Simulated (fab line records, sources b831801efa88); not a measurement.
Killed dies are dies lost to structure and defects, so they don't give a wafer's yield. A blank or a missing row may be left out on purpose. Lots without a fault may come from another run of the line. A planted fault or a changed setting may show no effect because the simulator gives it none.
Chamber matching | flow gf180mcu | GF_V5_CMP_26 on cmp-02: 4 sister chambers
The step polishes, stops on SiO2, t overpolish 15 s, target thk 0 nm. 27 wafers are shown with their chamber, then 12 later ones without.

WAFERS WITH THEIR CHAMBER
wafer  | chamber | motor_current_A (A) | time_to_endpoint_s (s) | overpolish_run_s (s)
L074.1 | 3       | 9.6                 | 92                     | 14.994
L074.4 | 1       | 10.8                | 87                     | 15.005
L074.5 | 2       | 10.6                | 94                     | 15.013
L076.1 | 1       | 12.1                | 87                     | 14.991
L076.3 | 2       | 11.0                | 90                     | 15.013
L076.5 | 1       | 12.3                | 91                     | 14.999
L078.1 | 3       | 9.5                 | 84                     | 14.998
L078.3 | 1       | 12.1                | 89                     | 14.992
L078.5 | 2       | 10.6                | 89                     | 15.009
L081.1 | 0       | 10.2                | 84                     | 14.995
L081.3 | 3       | 9.4                 | 86                     | 14.990
L081.5 | 2       | 10.4                | 85                     | 15.004
L083.3 | 2       | 10.4                | 86                     | 15.011
L083.4 | 0       | 10.2                | 88                     | 14.996
L083.6 | 0       | 10.5                | 85                     | 15.022
L087.1 | 2       | 10.7                | 90                     | 14.993
L087.5 | 2       | 10.7                | 88                     | 15.000
L087.6 | 1       | 12.0                | 84                     | 14.995
L090.1 | 3       | 10.0                | 90                     | 14.985
L090.4 | 0       | 10.3                | 89                     | 15.006
L090.6 | 2       | 10.2                | 91                     | 15.001
L091.2 | 0       | 10.2                | 88                     | 15.012
L091.3 | 2       | 10.3                | 89                     | 14.990
L091.6 | 1       | 11.2                | 85                     | 15.010
L094.2 | 0       | 10.6                | 83                     | 14.988
L094.3 | 1       | 12.4                | 85                     | 14.985
L094.4 | 3       | 9.3                 | 88                     | 15.007

SIGNATURES (means of the wafers above)
reading            | chamber 0 | chamber 1 | chamber 2 | chamber 3 | scatter within a chamber
motor_current_A    | 10.333    | 11.843    | 10.544    | 9.560     | 0.367
time_to_endpoint_s | 86.17     | 86.86     | 89.11     | 88.00     | 2.67
overpolish_run_s   | 15.00317  | 14.99671  | 15.00378  | 14.99480  | 0.00953
Rule: a wafer's distance from a chamber is the root of the sum, over the readings, of the square of ((its reading less the chamber's mean) divided by the reading's scatter). The wafer belongs to the nearest chamber; if the next one is less than 2 further off, it can't be placed. The scatter: the root of (the sum of the squares of (reading less its chamber's mean) over the shown wafers, divided by (wafers less chambers)).

WAFERS WITHOUT THEIR CHAMBER
wafer  | motor_current_A (A) | time_to_endpoint_s (s) | overpolish_run_s (s)
L093.1 | 11.7                | 83                     | 15.007
L093.2 | 10.6                | 88                     | 14.994
L093.5 | 11.2                | 86                     | 15.025
L095.1 | 9.3                 | 92                     | 15.013
L095.5 | 12.2                | 90                     | 15.002
L095.6 | 10.4                | 89                     | 15.014
L096.3 | 9.9                 | 88                     | 14.998
L096.5 | 9.6                 | 91                     | 15.002
L096.6 | 10.5                | 87                     | 14.999
L097.2 | 10.7                | 87                     | 14.984
L097.4 | 10.1                | 93                     | 14.989
L097.5 | 11.0                | 87                     | 15.004

WHICH CHAMBER EACH WENT THROUGH
wafer  | from the rows above               | in truth
L093.1 | 1                                 | 1
L093.2 | can't be placed: 2 or 0 or 3      | 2
L093.5 | can't be placed: 2 or 0 or 1      | 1
L095.1 | can't be placed: 3 or 2 or 0      | 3
L095.5 | 1                                 | 1
L095.6 | can't be placed: 2 or 0 or 3      | 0
L096.3 | can't be placed: 3 or 0 or 2      | 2
L096.5 | can't be placed: 3 or 2 or 0      | 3
L096.6 | can't be placed: 0 or 2 or 3      | 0
L097.2 | can't be placed: 2 or 0 or 3 or 1 | 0
L097.4 | can't be placed: 2 or 3 or 0      | 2
L097.5 | can't be placed: 2 or 0 or 1      | 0
Placed correctly: 2 of 12. Can't be placed from these rows: 10 (the true chamber is among the candidates in 10). Placed wrongly: 0.
